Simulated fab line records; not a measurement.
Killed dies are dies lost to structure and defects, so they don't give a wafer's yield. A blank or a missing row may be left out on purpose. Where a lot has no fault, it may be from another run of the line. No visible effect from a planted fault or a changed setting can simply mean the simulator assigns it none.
Which tool is to blame? / flow sky130 / 14 lots, 42 wafers sampled, at 4 steps of a route of 708

WHAT THE GAUGES SHOWED, per wafer
SKY_SONOS_ONO_THK_MEAS_01.
lot=L970; measured=day 11 12:01; on=filmMetro-04; SONOS_ONO_OXIDATION_THK (nm)=2.58 2.61 2.64
lot=L972; measured=day 12 02:37; on=filmMetro-03; SONOS_ONO_OXIDATION_THK (nm)=2.61 2.61 2.64
lot=L975; measured=day 13 06:33; on=filmMetro-02; SONOS_ONO_OXIDATION_THK (nm)=2.65 2.66 2.57
lot=L976; measured=day 13 06:33; on=filmMetro-03; SONOS_ONO_OXIDATION_THK (nm)=2.55 2.65 2.55
lot=L978; measured=day 14 05:14; on=filmMetro-02; SONOS_ONO_OXIDATION_THK (nm)=2.65 2.55 2.57
lot=L979; measured=day 14 10:13; on=filmMetro-04; SONOS_ONO_OXIDATION_THK (nm)=2.71 2.63 2.63
lot=L980; measured=day 14 16:50; on=filmMetro-02; SONOS_ONO_OXIDATION_THK (nm)=2.61 2.56 2.60
lot=L981; measured=day 17 06:42; on=filmMetro-04; SONOS_ONO_OXIDATION_THK (nm)=2.68 2.58 2.59
lot=L982; measured=day 17 10:43; on=filmMetro-03; SONOS_ONO_OXIDATION_THK (nm)=2.66 2.63 2.66
lot=L984; measured=day 17 10:44; on=filmMetro-02; SONOS_ONO_OXIDATION_THK (nm)=2.58 2.57 2.56
lot=L983; measured=day 17 13:14; on=filmMetro-04; SONOS_ONO_OXIDATION_THK (nm)=2.60 2.63 2.72
lot=L986; measured=day 17 13:14; on=filmMetro-02; SONOS_ONO_OXIDATION_THK (nm)=2.63 2.65 2.68
lot=L990; measured=day 18 09:43; on=filmMetro-02; SONOS_ONO_OXIDATION_THK (nm)=2.59 2.52 2.66
lot=L992; measured=day 19 05:07; on=filmMetro-02; SONOS_ONO_OXIDATION_THK (nm)=2.63 2.68 2.66

SKY_GATE_OXIDE_TW_MEAS_14.
lot=L970; measured=day 13 20:18; on=filmMetro-04; GATE_OXIDE_TW=231.4 232.1 230.3
lot=L972; measured=day 14 09:17; on=filmMetro-01; GATE_OXIDE_TW=225.5 224.5 224.7
lot=L975; measured=day 15 16:35; on=filmMetro-04; GATE_OXIDE_TW=229.1 228.7 230.5
lot=L976; measured=day 15 17:20; on=filmMetro-02; GATE_OXIDE_TW=223.3 223.0 224.3
lot=L978; measured=day 16 19:07; on=filmMetro-01; GATE_OXIDE_TW=224.4 224.2 222.9
lot=L979; measured=day 17 03:41; on=filmMetro-04; GATE_OXIDE_TW=229.6 229.6 231.0
lot=L980; measured=day 17 11:50; on=filmMetro-04; GATE_OXIDE_TW=230.7 231.0 230.5
lot=L981; measured=day 20 02:11; on=filmMetro-01; GATE_OXIDE_TW=229.0 227.9 227.8
lot=L982; measured=day 20 04:58; on=filmMetro-01; GATE_OXIDE_TW=228.9 228.2 227.5
lot=L984; measured=day 20 06:54; on=filmMetro-04; GATE_OXIDE_TW=229.9 230.1 229.5
lot=L983; measured=day 20 09:07; on=filmMetro-02; GATE_OXIDE_TW=224.6 225.6 225.5
lot=L986; measured=day 20 09:20; on=filmMetro-02; GATE_OXIDE_TW=225.0 226.3 224.9
lot=L990; measured=day 21 04:38; on=filmMetro-01; GATE_OXIDE_TW=226.3 228.1 225.9
lot=L992; measured=day 22 02:19; on=filmMetro-02; GATE_OXIDE_TW=225.9 226.3 224.7

SKY_RES_PROTECT_TW_MEAS_08.
lot=L970; measured=day 15 00:52; on=filmMetro-03; POLY_GATE_TW=3995 4004 4004
lot=L972; measured=day 15 16:54; on=filmMetro-01; POLY_GATE_TW=4092 4101 4077
lot=L975; measured=day 17 00:39; on=filmMetro-01; POLY_GATE_TW=4105 4110 4109
lot=L976; measured=day 17 00:21; on=filmMetro-02; POLY_GATE_TW=4045 4038 4032
lot=L978; measured=day 18 02:34; on=filmMetro-03; POLY_GATE_TW=4023 4005 4000
lot=L979; measured=day 18 12:51; on=filmMetro-02; POLY_GATE_TW=4047 4053 4037
lot=L980; measured=day 18 22:15; on=filmMetro-01; POLY_GATE_TW=4090 4082 4081
lot=L982; measured=day 21 14:54; on=filmMetro-02; POLY_GATE_TW=4056 4057 4056
lot=L984; measured=day 21 18:52; on=filmMetro-02; POLY_GATE_TW=4038 4055 4038
lot=L983; measured=day 21 18:33; on=filmMetro-01; POLY_GATE_TW=4085 4118 4108
lot=L990; measured=day 22 14:38; on=filmMetro-02; POLY_GATE_TW=4058 4052 4026
lot=L992; measured=day 23 11:47; on=filmMetro-03; POLY_GATE_TW=4030 4013 4001

EACH LOT AND THE TOOL THAT RAN IT (in order: tool; ch and the chambers of the sampled wafers; start)
lot=L970; SKY_GATE_OXIDE_WET_ETCH_12=wetBench-01 ch 0, day 13 20:05
lot=L972; SKY_GATE_OXIDE_WET_ETCH_12=wetBench-01 ch 0, day 14 09:05
lot=L975; SKY_GATE_OXIDE_WET_ETCH_12=wetBench-01 ch 1, day 15 16:23
lot=L976; SKY_GATE_OXIDE_WET_ETCH_12=wetBench-04 ch 1, day 15 17:08
lot=L978; SKY_GATE_OXIDE_WET_ETCH_12=wetBench-01 ch 2, day 16 18:47
lot=L979; SKY_GATE_OXIDE_WET_ETCH_12=wetBench-04 ch 1, day 17 03:29
lot=L980; SKY_GATE_OXIDE_WET_ETCH_12=wetBench-04 ch 3, day 17 11:38
lot=L981; SKY_GATE_OXIDE_WET_ETCH_12=wetBench-04 ch 2, day 20 01:53
lot=L982; SKY_GATE_OXIDE_WET_ETCH_12=wetBench-01 ch 1, day 20 04:46
lot=L984; SKY_GATE_OXIDE_WET_ETCH_12=wetBench-03 ch 1, day 20 06:41
lot=L983; SKY_GATE_OXIDE_WET_ETCH_12=wetBench-01 ch 1, day 20 08:55
lot=L986; SKY_GATE_OXIDE_WET_ETCH_12=wetBench-04 ch 3, day 20 09:07
lot=L990; SKY_GATE_OXIDE_WET_ETCH_12=wetBench-01 ch 0, day 21 04:26
lot=L992; SKY_GATE_OXIDE_WET_ETCH_12=wetBench-01 ch 0, day 22 02:04
- SKY_GATE_OXIDE_WET_ETCH_12: etches SiO2 in dHF, target depth 16.8 nm, time 336 s.

WHAT THE TOOLS THEMSELVES READ (means of the sampled wafers that have a number; where no wafer has one, the mark that the record gives instead)
SKY_GATE_OXIDE_WET_ETCH_12.
lot=L970; tool=wetBench-01; runLengthS (s)=363
lot=L972; tool=wetBench-01; runLengthS (s)=363
lot=L975; tool=wetBench-01; runLengthS (s)=362
lot=L976; tool=wetBench-04; runLengthS (s)=361
lot=L978; tool=wetBench-01; runLengthS (s)=368
lot=L979; tool=wetBench-04; runLengthS (s)=361
lot=L980; tool=wetBench-04; runLengthS (s)=361
lot=L981; tool=wetBench-04; runLengthS (s)=186
lot=L982; tool=wetBench-01; runLengthS (s)=361
lot=L984; tool=wetBench-03; runLengthS (s)=363
lot=L983; tool=wetBench-01; runLengthS (s)=362
lot=L986; tool=wetBench-04; runLengthS (s)=186
lot=L990; tool=wetBench-01; runLengthS (s)=363
lot=L992; tool=wetBench-01; runLengthS (s)=364

THE ANSWER, worked out from the rows above alone
Rule: the usual values come from the lots themselves. Put in order of their means at a reading, lots are off if they are a third of the lots or fewer, leave a main group of 4 or more, and stand apart from it by a gap of 3 or more times the standard deviation of the main group's means; of several such gaps the widest counts. The tables above print the reading to a certain number of digits; a main group whose means all agree to those digits is not used. Also off: a lot with no number at a reading for which 4 or more lots have one. Where the step has rows for the other lots, those lots are counted as sound. First the gauges in route order, then the tools' own readings, where a lot's mean is used as printed above. At the first step where some lot is off, the reading lying furthest off is the one used; lots without a number count as furthest.
Off, at SKY_GATE_OXIDE_WET_ETCH_12 on runLengthS: L981, L986. For the main group the mean is 363 s and the standard deviation 1.9.
A tool fits if, at that step or a process step before it, it ran every lot that is off, and no sound lot after the first of them. One fits: SKY_GATE_OXIDE_WET_ETCH_12 on wetBench-04. Its last sound lot is L980 (day 17 11:38), its first lot that is off L981 (day 20 01:53): a fault that began between those two fits.
On the lots that are off, the tool's own readings at SKY_GATE_OXIDE_WET_ETCH_12 differ by more than 5 times the standard deviation of the sound lots' means, which bears it out; runLengthS reads 186 s there versus 363 s on the sound lots.

WHAT THE SIMULATOR PUT IN
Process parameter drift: wetBench-04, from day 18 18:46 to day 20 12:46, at SKY_GATE_OXIDE_WET_ETCH_12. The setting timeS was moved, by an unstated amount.
Struck lots among those shown: L981, L986. The rule above reached the same finding.
